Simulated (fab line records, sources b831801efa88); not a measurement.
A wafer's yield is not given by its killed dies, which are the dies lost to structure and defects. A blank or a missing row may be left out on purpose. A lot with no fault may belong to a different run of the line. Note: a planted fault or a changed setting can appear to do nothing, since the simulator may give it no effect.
The tool behind it: which one?	flow gf180mcu	72 wafers from 24 lots sampled at 5 of the route's 602 steps

WHAT THE GAUGES SHOWED, per wafer
GF_STI_BOW_MEAS_00.
lot	measured	on	INCOMING_BOW (um)
L074	day 1 10:01	film metro-02	9 -6 -8
L075	day 1 15:04	film metro-03	-15 5 -1
L076	day 1 20:00	film metro-03	5 -6 2
L077	day 2 01:00	film metro-03	4 1 4
L078	day 2 06:01	film metro-03	-3 0 2
L079	day 2 11:00	film metro-03	-8 -4 11
L080	day 2 16:00	film metro-03	11 17 -1
L081	day 2 21:00	film metro-03	-2 -8 7
L082	day 3 02:01	film metro-03	1 2 1
L083	day 3 07:01	film metro-03	-7 4 9
L084	day 3 12:01	film metro-02	1 4 2
L085	day 3 17:01	film metro-02	-5 4 -3
L086	day 3 22:01	film metro-02	-1 0 1
L087	day 4 03:00	film metro-02	2 -10 -6
L088	day 4 08:00	film metro-01	2 0 10
L089	day 4 13:00	film metro-03	7 4 -5
L090	day 4 18:04	film metro-02	-14 -6 4
L091	day 4 23:00	film metro-01	1 0 0
L092	day 5 04:02	film metro-02	1 6 7
L093	day 5 09:00	film metro-02	-1 -6 -1
L094	day 5 14:00	film metro-02	-3 -5 -1
L095	day 5 19:00	film metro-02	2 -6 2
L096	day 6 00:01	film metro-01	-5 -2 -3
L097	day 6 05:02	film metro-01	13 4 1

GF_POLY_GATE_CD_MEAS_10 targets a cd of 280 nm.
lot	measured	on	cd nm (nm)
L074	day 9 20:38	cd sem-01	281.6 280.9 280.8
L075	day 9 23:55	cd sem-01	279.3 278.4 278.3
L076	day 10 04:16	cd sem-01	281.5 280.8 281.0
L077	day 10 16:58	cd sem-02	279.2 279.0 280.1
L078	day 10 19:29	cd sem-02	280.7 280.9 281.5
L079	day 11 04:01	cd sem-01	280.4 279.4 279.9
L080	day 11 08:28	cd sem-02	281.3 280.3 280.5
L081	day 11 22:07	cd sem-02	281.2 280.9 280.4
L082	day 11 22:35	cd sem-02	279.4 279.5 279.4
L083	day 12 10:14	cd sem-02	279.2 279.9 280.4
L084	day 12 14:44	cd sem-02	279.8 280.3 279.5
L085	day 12 23:53	cd sem-01	280.2 280.4 281.0
L086	day 13 01:44	cd sem-02	279.1 278.8 279.4
L087	day 13 11:22	cd sem-01	280.8 281.7 282.4
L088	day 13 17:46	cd sem-01	280.3 282.4 281.6
L089	day 14 00:22	cd sem-02	282.7 282.3 281.6
L090	day 14 07:20	cd sem-01	279.4 279.5 279.6
L091	day 14 16:28	cd sem-02	279.9 280.5 279.4
L092	day 14 20:32	cd sem-01	280.4 279.4 279.5
L093	day 15 02:04	cd sem-01	279.9 280.1 279.6
L094	day 15 11:55	cd sem-01	280.9 281.8 280.5
L095	day 15 17:52	cd sem-02	280.0 281.0 280.6
L096	day 16 02:17	cd sem-02	278.2 279.0 279.0
L097	day 16 11:43	cd sem-02	279.4 281.4 280.6

GF_M2_THK_MEAS_06: measures by xrf.
lot	measured	on	M2_ALCU_THK (nm)
L074	day 19 06:20	film metro-02	439 440 442
L075	day 19 15:50	film metro-02	443 434 443
L076	day 19 19:40	film metro-02	439 437 444
L077	day 20 11:38	film metro-03	448 451 446
L078	day 21 00:26	film metro-04	440 448 446
L079	day 21 07:58	film metro-04	446 445 444
L080	day 21 08:25	film metro-02	452 448 451
L081	day 22 00:46	film metro-03	445 448 447
L082	day 22 01:08	film metro-02	448 438 447
L083	day 22 14:44	film metro-04	442 440 443
L084	day 22 21:33	film metro-02	450 447 446
L085	day 23 07:43	film metro-04	445 453 450
L086	day 23 10:10	film metro-04	446 458 456
L087	day 23 18:19	film metro-04	453 447 452
L088	day 24 01:04	film metro-03	444 436 444
L089	day 24 12:26	film metro-04	442 441 441
L090	day 24 16:51	film metro-04	451 450 446
L091	day 25 00:46	film metro-04	447 450 449
L092	day 25 05:14	film metro-02	446 441 441
L093	day 25 09:03	film metro-04	443 452 451
L094	day 25 18:15	film metro-02	441 435 444
L095	day 26 01:07	film metro-03	451 446 447
L096	day 26 08:35	film metro-02	436 436 434
L097	day 26 18:35	film metro-03	440 436 441

GF_V5_THK_MEAS_01.
lot	measured	on	V5_CVD_00_THK (nm)
L074	day 27 06:14	film metro-02	301 298 300
L075	day 27 16:00	film metro-03	297 295 299
L076	day 27 15:59	film metro-02	295 299 294
L077	day 28 06:44	film metro-02	294 299 297
L078	day 28 16:52	film metro-03	300 296 299
L079	day 28 22:32	film metro-03	299 300 298
L080	day 28 22:44	film metro-02	298 301 298
L081	day 29 13:00	film metro-03	303 295 301
L082	day 29 13:45	film metro-03	299 300 298
L083	day 30 00:52	film metro-01	303 301 301
L084	day 30 05:26	film metro-02	296 296 295
L085	day 30 15:23	film metro-02	296 301 299
L086	day 30 16:23	film metro-03	301 296 298
L087	day 31 00:41	film metro-01	297 299 302
L088	day 31 02:17	film metro-01	295 295 295
L089	day 31 11:53	film metro-03	303 303 302
L090	day 31 18:34	film metro-03	296 302 306
L091	day 32 02:41	film metro-02	298 296 298
L092	day 32 05:01	film metro-03	296 293 295
L093	day 32 08:16	film metro-01	292 301 297
L094	day 32 14:05	film metro-02	294 294 301
L095	day 32 22:14	film metro-02	297 297 302
L096	day 33 02:55	film metro-01	303 304 299
L097	day 33 11:27	film metro-02	300 303 300

WHAT TOOL EACH LOT RAN ON (gives the tool, then ch and the chambers of the sampled wafers, and finally the start)
lot	GF_V1_SPUTTER_21
L074	pvd sputter-02, day 19 05:17
L075	pvd sputter-01, day 19 14:46
L076	pvd sputter-02, day 19 18:38
L077	pvd sputter-01, day 20 10:29
L078	pvd sputter-03, day 20 23:23
L079	pvd sputter-02, day 21 06:56
L080	pvd sputter-03, day 21 07:23
L081	pvd sputter-03, day 21 23:44
L082	pvd sputter-02, day 22 00:05
L083	pvd sputter-01, day 22 13:41
L084	pvd sputter-03, day 22 20:30
L085	pvd sputter-03, day 23 06:32
L086	pvd sputter-01, day 23 09:05
L087	pvd sputter-02, day 23 17:17
L088	pvd sputter-01, day 24 00:02
L089	pvd sputter-02, day 24 11:22
L090	pvd sputter-03, day 24 15:47
L091	pvd sputter-01, day 24 23:44
L092	pvd sputter-02, day 25 04:11
L093	pvd sputter-03, day 25 08:01
L094	pvd sputter-03, day 25 17:13
L095	pvd sputter-03, day 26 00:05
L096	pvd sputter-02, day 26 07:32
L097	pvd sputter-03, day 26 17:32
- GF_V1_SPUTTER_21: material Ti, target thk 15 nm, time 80.02 s.

AS READ BY THE TOOLS THEMSELVES (means over the sampled wafers that have a number; for cases with no such wafer, the mark the record gives instead)
GF_V1_SPUTTER_21.
lot	tool	substrate temp c (C)	throttle valve pct (%)
L074	pvd sputter-02	200.00	29.9
L075	pvd sputter-01	200.02	29.4
L076	pvd sputter-02	199.82	30.0
L077	pvd sputter-01	200.10	29.9
L078	pvd sputter-03	200.02	29.2
L079	pvd sputter-02	200.16	29.9
L080	pvd sputter-03	199.95	29.0
L081	pvd sputter-03	199.74	29.0
L082	pvd sputter-02	200.11	29.9
L083	pvd sputter-01	199.84	30.6
L084	pvd sputter-03	199.89	28.4
L085	pvd sputter-03	200.15	28.4
L086	pvd sputter-01	200.00	30.3
L087	pvd sputter-02	200.07	30.1
L088	pvd sputter-01	200.03	29.9
L089	pvd sputter-02	199.92	30.2
L090	pvd sputter-03	200.15	28.1
L091	pvd sputter-01	200.17	29.7
L092	pvd sputter-02	199.75	30.0
L093	pvd sputter-03	199.96	28.9
L094	pvd sputter-03	200.01	29.5
L095	pvd sputter-03	200.00	27.9
L096	pvd sputter-02	200.03	30.0
L097	pvd sputter-03	199.85	30.3

THE ANSWER, worked out from the rows above alone
Rule: the lots themselves supply what counts as usual. The widest of any qualifying gaps counts: lots, ordered by their means at a reading, are off when they make up no more than a third of the lots, leave a main group of 4 or more, and stand apart from it by 3 or more times the standard deviation of that group's means. If all means in a main group match to the digits the tables above print for the reading, that group is not used. A lot without any number at a reading at which 4 lots or more have one is off too. The other lots that the step has rows for count as sound. First the gauges in route order, then the tools' own readings, where a lot's mean is used as printed above. At the first step where some lot is off, the reading lying furthest off is the one used; lots without a number count as furthest.
Nothing can be told from this: no lot is off at any reading shown.

WHAT HAD BEEN PUT IN BY THE SIMULATOR
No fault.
